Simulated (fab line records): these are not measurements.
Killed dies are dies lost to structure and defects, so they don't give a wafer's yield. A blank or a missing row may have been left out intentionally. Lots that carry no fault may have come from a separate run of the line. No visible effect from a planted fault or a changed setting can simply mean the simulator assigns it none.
Problem report in the 8D (eight disciplines) form, filled by code / flow sky130 / the parts of the form that need people (team, actions taken, sign-off) are left out

1. THE ISSUE
Mean of timeToEndpointS at SKY_LI_CONTACT_CMP_02: 15.7 s across 2 wafers in 2 lots; on wafers with no fault it is 31.2 s (standard deviation 2.3). That is -6.8 standard deviations from the usual mean.
The step: polishes PSG.
Seen first at day 30 04:35 on cmp-02, wafer L999.2. The record holds 35 wafers of 12 lots with a number at this step. Rule for "out", or "out of limits": more than 4 standard deviations from the usual mean. All remaining wafers that have a number are taken as sound.

2. WHAT IT IS, WHAT IT ISN'T
question=which readings at this step | is=timeToEndpointS | is not=headPressurePsi
question=which lots | is=L102, L999 | is not=L108, L109, L110, L111, L113, L114, L116, L117, L118, L996
question=which wafers of those lots | is=L102.2, L999.2 | is not=L102.6, L999.4, L999.6
question=read on which tools | is=cmp-02 | is not=cmp-01
question=when | is=from day 30 04:35 | is not=up to then (5 sound wafers); but 28 sound wafers of L102, L108, L109, L110, L111, L113, L114, L116, L117, L118 came after

3. SUSPECTS, AND WHAT RULES EACH OUT
Counting: a tool at a process step up to the reading stays a suspect if it ran every lot that is out. Sound lots after the first of them don't rule it out here, since some wafers of a struck lot are sound.
- rieDiel-02 at SKY_SPACER_ETCHBACK_02 (etches Si3N4 in CH3F/O2, stops on SiO2, time 46.7 s, target depth 45 nm): kept. Every lot that is out went through it, the first being L999 (day 25 06:23); the last sound lot it ran before that was L996 (day 24 09:03).
- cmp-02 at SKY_LI_CONTACT_CMP_02 (polishes PSG): kept. Every lot that is out went through it, the first being L999 (day 30 04:35); the last sound lot it ran before that was L996 (day 29 09:40). Out on those wafers are its own readings of timeToEndpointS.
- Within rieDiel-02 at SKY_SPACER_ETCHBACK_02: the wafers that are out ran in chambers 0, 1; their sound lot-mates ran in chambers 2, 3.
Remaining after the count are rieDiel-02 at SKY_SPACER_ETCHBACK_02 and cmp-02 at SKY_LI_CONTACT_CMP_02.

4. THE CAUSE (what the simulator had put in)
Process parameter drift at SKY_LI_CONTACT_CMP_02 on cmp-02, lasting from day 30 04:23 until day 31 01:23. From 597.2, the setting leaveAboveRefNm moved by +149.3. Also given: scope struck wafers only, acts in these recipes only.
Counting leaves 2 suspects; this tool is one of them.

5. THE EFFECT CHAIN, in route order
Each row: a reading where the mean over the struck wafers with a number is more than 3 standard deviations away from the usual. Readings are gone through only where the record gives a usual standard deviation; hours: the median, over the lots, of the time from a lot's start at the first step in this table giving one to that lot's start at this step; sigmas: the change measured in usual standard deviations.
hours=0; step=SKY_LI_CONTACT_CMP_02; reading=timeToEndpointS; usual=31.2 s; on struck wafers=15.7; change=-15.5; sigmas=-6.8
hours=29; step=SKY_LI_CONTACT_ETCH_15; reading=oesProductAu; usual=0.837 a.u.; on struck wafers=0.955; change=+0.118; sigmas=+25
The process steps in it:
- SKY_LI_CONTACT_CMP_02: polishes PSG.
- SKY_LI_CONTACT_ETCH_15: etches PSG in C4F8/O2/Ar, stops on Si, target depth 600 nm.
Later measuring or inspecting steps at which every struck wafer that the step has a row for has a number for every such reading, and none has moved that far: SKY_LOCAL_INTERCONNECT_OVL_MEAS_12.

6. HOW IT WOULD HAVE BEEN CAUGHT EARLIER
In this record the first reading out of limits was taken at day 30 04:35, 0 hours after the fault began at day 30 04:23.
